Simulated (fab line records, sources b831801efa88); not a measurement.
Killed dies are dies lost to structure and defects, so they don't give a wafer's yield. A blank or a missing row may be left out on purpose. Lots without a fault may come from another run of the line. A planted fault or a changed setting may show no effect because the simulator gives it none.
Split-lot experiment | flow sfq_line | 5 lots, 23 wafers read, on a route of 325 steps

THE SPLIT
At SFQ_TRILAYER_I4_VIA_BARC_OPEN_VIA_ETCH_146 (etches BARC in O2, target depth 125 nm, time 41.7 s), the setting time_s was moved away from the recipe's 41.7 s on 9 of the 23 wafers read, by -13.6% to +6.5%. The other wafers ran this setting at the recipe's value.

The reading is taken at the split's own step.

THE READING
oes_product_au, in a.u., at SFQ_TRILAYER_I4_VIA_BARC_OPEN_VIA_ETCH_146 (etches BARC in O2, target depth 125 nm, time 41.7 s). Fault-free wafers of this fab line usually give 0.684 a.u., standard deviation 0.0046 a.u..

wafer  | tool, chamber at the split | time_s as run, s | against the recipe | oes_product_au, a.u. | against lot-mates on the recipe
L078.1 | rie_diel-04, 3             | 44.43            | +6.5%              | 0.676                | -0.003
L078.3 | rie_diel-04, 1             | 44.43            | +6.5%              | 0.675                | -0.004
L078.4 | rie_diel-04, 0             | 41.7             | recipe             | 0.677                | -
L078.5 | rie_diel-04, 1             | 41.7             | recipe             | 0.680                | -
L078.6 | rie_diel-04, 0             | 44.43            | +6.5%              | 0.670                | -0.009
L079.3 | rie_diel-01, 2             | 41.7             | recipe             | 0.680                | -
L079.4 | rie_diel-01, 0             | 41.7             | recipe             | 0.683                | -
L079.5 | rie_diel-01, 3             | 41.7             | recipe             | 0.693                | -
L081.1 | rie_diel-01, 0             | 41.7             | recipe             | 0.680                | -
L081.3 | rie_diel-01, 2             | 41.7             | recipe             | 0.682                | -
L081.4 | rie_diel-01, 3             | 41.7             | recipe             | 0.683                | -
L081.5 | rie_diel-01, 2             | 41.7             | recipe             | 0.677                | -
L081.6 | rie_diel-01, 3             | 41.7             | recipe             | 0.679                | -
L083.1 | rie_diel-02, 0             | 39.84            | -4.5%              | 0.691                | +0.004
L083.2 | rie_diel-02, 3             | 39.84            | -4.5%              | 0.703                | +0.016
L083.3 | rie_diel-02, 1             | 39.84            | -4.5%              | 0.708                | +0.021
L083.5 | rie_diel-02, 3             | 41.7             | recipe             | 0.692                | -
L083.6 | rie_diel-02, 2             | 41.7             | recipe             | 0.682                | -
L085.1 | rie_diel-04, 1             | 36.02            | -13.6%             | 0.736                | +0.050
L085.3 | rie_diel-04, 2             | 36.02            | -13.6%             | 0.731                | +0.045
L085.4 | rie_diel-04, 3             | 36.02            | -13.6%             | 0.732                | +0.046
L085.5 | rie_diel-04, 3             | 41.7             | recipe             | 0.679                | -
L085.6 | rie_diel-04, 0             | 41.7             | recipe             | 0.693                | -

THE FIT
A straight line over all 23 wafers: oes_product_au changes by -0.00318 a.u. for each +1% of time_s; r = -0.94; the points scatter about the line by 0.0069 a.u..
The same after taking each lot's own level away (the mean of its wafers on the recipe; 23 wafers): -0.00281 a.u. for each +1%; r = -0.92; scatter 0.007 a.u..
On that fit, the largest move of time_s shifts the reading by 0.038 a.u..
The lots' own levels span 0.6785 to 0.6870 a.u., that is 1.8 times the standard deviation above.
So the lot-to-lot level changes the slope: the two fits differ.
Check: with one of the wafers moved furthest among these (-13.6%) left out of the fit, the line predicts +0.0383 a.u. for it against its lot-mates. It came out at +0.05 a.u. against them.
Tool readings at the split's step, against how far the setting was moved: oes_product_au r = -0.94.

OTHER SPLITS ON THESE WAFERS
These wafers also went through other splits before the reading. Each is held against what the fit with the lots' levels taken away leaves over:
other split on the same wafers                          | wafers away from the commonest value | r with oes_product_au (lot level and that fit taken away)
SFQ_TRILAYER_I1_VIA_LITHO_EXPOSE_050 dose_mj            | 8                                    | +0.64
SFQ_TRILAYER_I1_VIA_BARC_OPEN_VIA_ETCH_071 bias_w       | 7                                    | +0.11
SFQ_TRILAYER_M2_LITHO_COAT_062 spin_rpm                 | 5                                    | -0.51
SFQ_TRILAYER_M2_LITHO_COAT_057 spin_rpm                 | 12                                   | -0.09
SFQ_TRILAYER_M3_LITHO_COAT_075 resist_thk_nm            | 7                                    | -0.10
SFQ_TRILAYER_I3_VIA_LITHO_COAT_090 spin_rpm             | 8                                    | -0.12
SFQ_TRILAYER_M4_LITHO_COAT_098 spin_rpm                 | 6                                    | -0.32
SFQ_TRILAYER_M4_LITHO_COAT_093 resist_thk_nm            | 5                                    | +0.42
SFQ_TRILAYER_M4_BARC_OPEN_METAL_ETCH_123 pressure_mtorr | 18                                   | -0.11
SFQ_TRILAYER_I4_VIA_LITHO_COAT_103 resist_thk_nm        | 11                                   | -0.15

THE FILE'S OWN FIT
oes_product_au changes by -0.00291 a.u. for each +1% of time_s, r = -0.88.
